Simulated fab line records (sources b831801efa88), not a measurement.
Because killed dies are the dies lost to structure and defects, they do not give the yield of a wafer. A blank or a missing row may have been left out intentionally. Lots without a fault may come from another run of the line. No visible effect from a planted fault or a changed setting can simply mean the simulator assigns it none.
One fault through the eyes of 2 desks / flow gf180mcu / each desk has only its own numbers; what lay behind them comes last

== FOR THE TOOL OWNER'S DESK: implanter-02 ==
The tool's own readings at GF_DNWELL_IMPLANT_07, given as means over the sampled wafers that have a number, one for each lot that went through this tool. Any lot whose mean is over 4 standard deviations away from the usual mean is out of limits and marked OUT; that distance is given in the brackets.
Columns: A = beam energy keV at GF_DNWELL_IMPLANT_07, usual 1500.1
lot=L461; first seen here=day 3 19:52; A=1499.6
lot=L463; first seen here=day 4 07:35; A=1745.2 (+99 or more) OUT
lot=L464; first seen here=day 4 12:43; A=1744.4 (+99 or more) OUT
lot=L478; first seen here=day 7 15:17; A=1500.1
lot=L479; first seen here=day 7 21:24; A=1500.3
This desk's finding: out of limits on L463, L464; first on L463, day 4 07:35 (beam energy keV at GF_DNWELL_IMPLANT_07). L461, L478, L479: within limits.

== THE METROLOGY DESK ==
What the gauges read, lot by lot, whatever tool the lot ran on: means of the sampled wafers that have a number. Any lot whose mean is over 4 standard deviations away from the usual mean is out of limits and marked OUT; that distance is given in the brackets.
Columns: A = V1_W_THK at GF_V1_THK_MEAS_25, usual 355 nm; B = M3_OVL at GF_M3_OVL_MEAS_15, usual -1 nm
lot=L457; first seen here=day 18 11:16; A=352; B=-3
lot=L456; first seen here=day 18 13:48; A=356; B=-1
lot=L458; first seen here=day 18 22:50; A=355; B=2
lot=L459; first seen here=day 19 14:32; A=355; B=-8
lot=L461; first seen here=day 19 22:50; A=358; B=7
lot=L463; first seen here=day 20 21:13; A=356; B=-5
lot=L464; first seen here=day 21 04:39; A=353; B=-6
lot=L472; first seen here=day 24 03:05; A=353; B=1
lot=L473; first seen here=day 24 04:08; A=352; B=0
lot=L475; first seen here=day 25 01:52; A=353; B=1
lot=L476; first seen here=day 25 05:04; A=349; B=-2
lot=L477; first seen here=day 25 15:04; A=362; B=-9
lot=L478; first seen here=day 25 22:23; A=354; B=2
lot=L479; first seen here=day 26 04:00; A=362; B=-7
This desk found nothing out of limits on any of the 14 lots.

== TAKEN TOGETHER ==
The tool owner's desk had the chance to raise an alarm at day 4 07:35 on L463, L464.
The metrology desk saw nothing out of limits.
The metrology desk has L463, L464 on record, within its limits.
Of the lots named, all ran GF_DNWELL_IMPLANT_07 on implanter-02.

== WHAT WAS PUT IN BY THE SIMULATOR ==
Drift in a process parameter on implanter-02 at GF_DNWELL_IMPLANT_07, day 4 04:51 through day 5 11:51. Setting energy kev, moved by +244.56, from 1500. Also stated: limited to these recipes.
Shown lots that were struck: L463, L464.
How many hours passed from the start of the fault until each desk's first out-of-limits reading: the tool owner's desk, 3.
